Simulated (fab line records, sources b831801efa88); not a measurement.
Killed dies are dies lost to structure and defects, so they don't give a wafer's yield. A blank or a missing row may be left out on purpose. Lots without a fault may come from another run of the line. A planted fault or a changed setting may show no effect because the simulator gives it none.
Which tool did it? | flow gf180mcu | 13 lots, 39 wafers sampled, at 2 steps of a route of 602

WHAT THE GAUGES READ, wafer by wafer
GF_CONTACT_CD_MEAS_14: target cd 220 nm.
lot  | measured     | on        | cd_nm (nm)
L862 | day 16 06:46 | cd_sem-02 | 218.7 220.7 219.0
L865 | day 17 09:10 | cd_sem-02 | 217.6 217.6 217.8
L866 | day 17 18:14 | cd_sem-01 | 219.4 219.0 219.0
L867 | day 17 20:28 | cd_sem-01 | 220.3 217.5 219.3
L870 | day 19 04:36 | cd_sem-01 | 222.4 223.4 223.2
L871 | day 19 08:15 | cd_sem-02 | 220.1 220.6 220.5
L872 | day 19 19:48 | cd_sem-01 | 220.1 220.2 220.9
L874 | day 20 16:39 | cd_sem-02 | 222.4 223.6 222.8
L875 | day 20 21:58 | cd_sem-02 | 221.7 219.9 219.3
L877 | day 21 14:59 | cd_sem-01 | 221.2 222.1 220.8
L878 | day 21 19:08 | cd_sem-02 | 220.0 222.2 219.7
L881 | day 22 21:39 | cd_sem-01 | 219.6 219.9 218.6
L883 | day 23 14:57 | cd_sem-02 | 219.7 220.3 218.8

GF_M1_RS_MEAS_05: measures by four-point-probe.
lot  | measured     | on            | M1_ALCU_RS (ohm/sq)
L862 | day 16 08:31 | film_metro-02 | 0.0702 0.0705 0.0698
L865 | day 17 10:52 | film_metro-02 | 0.0687 0.0704 0.0688
L866 | day 17 19:45 | film_metro-02 | 0.0692 0.0708 0.0696
L867 | day 17 21:59 | film_metro-02 | 0.0706 0.0701 0.0711
L870 | day 19 06:07 | film_metro-02 | 0.0702 0.0713 0.0704
L871 | day 19 09:47 | film_metro-04 | 0.0689 0.0679 0.0683
L872 | day 19 21:20 | film_metro-01 | 0.0689 0.0691 0.0691
L874 | day 20 18:11 | film_metro-02 | 0.0690 0.0683 0.0683
L875 | day 20 23:30 | film_metro-04 | 0.0708 0.0699 0.0692
L877 | day 21 16:31 | film_metro-01 | 0.0694 0.0687 0.0699
L878 | day 21 20:44 | film_metro-02 | 0.0695 0.0702 0.0691
L881 | day 22 23:10 | film_metro-01 | 0.0698 0.0695 0.0689
L883 | day 23 16:31 | film_metro-04 | 0.0697 0.0703 0.0690

WHICH TOOL RAN EACH LOT (tool, then ch and the chambers of the sampled wafers, then the start)
The record holds no process step before these readings.

WHAT THE TOOLS THEMSELVES READ (means of the sampled wafers that have a number; where no wafer has one, the mark that the record gives instead)
The record holds no such reading with a usual standard deviation.

THE ANSWER, worked out from the rows above alone
Rule: what is usual is taken from the lots themselves. Put in order of their means at a reading, lots are off if they are a third of the lots or fewer, leave a main group of 4 or more, and stand apart from it by a gap of 3 or more times the standard deviation of the main group's means; of several such gaps the widest counts. A main group whose means are all the same, to the digits that the tables above print for the reading, isn't used. A lot without any number at a reading at which 4 lots or more have one is off too. The other lots that the step has rows for count as sound. The gauges are gone through in route order, then the tools' own readings, and for those a lot's mean is taken as printed above. The first step at which some lot is off is used, and at that step the reading that is off furthest; a lot without a number counts as furthest.
No lot is off at any reading shown: from this, nothing can be told.

WHAT THE SIMULATOR HAD PUT IN
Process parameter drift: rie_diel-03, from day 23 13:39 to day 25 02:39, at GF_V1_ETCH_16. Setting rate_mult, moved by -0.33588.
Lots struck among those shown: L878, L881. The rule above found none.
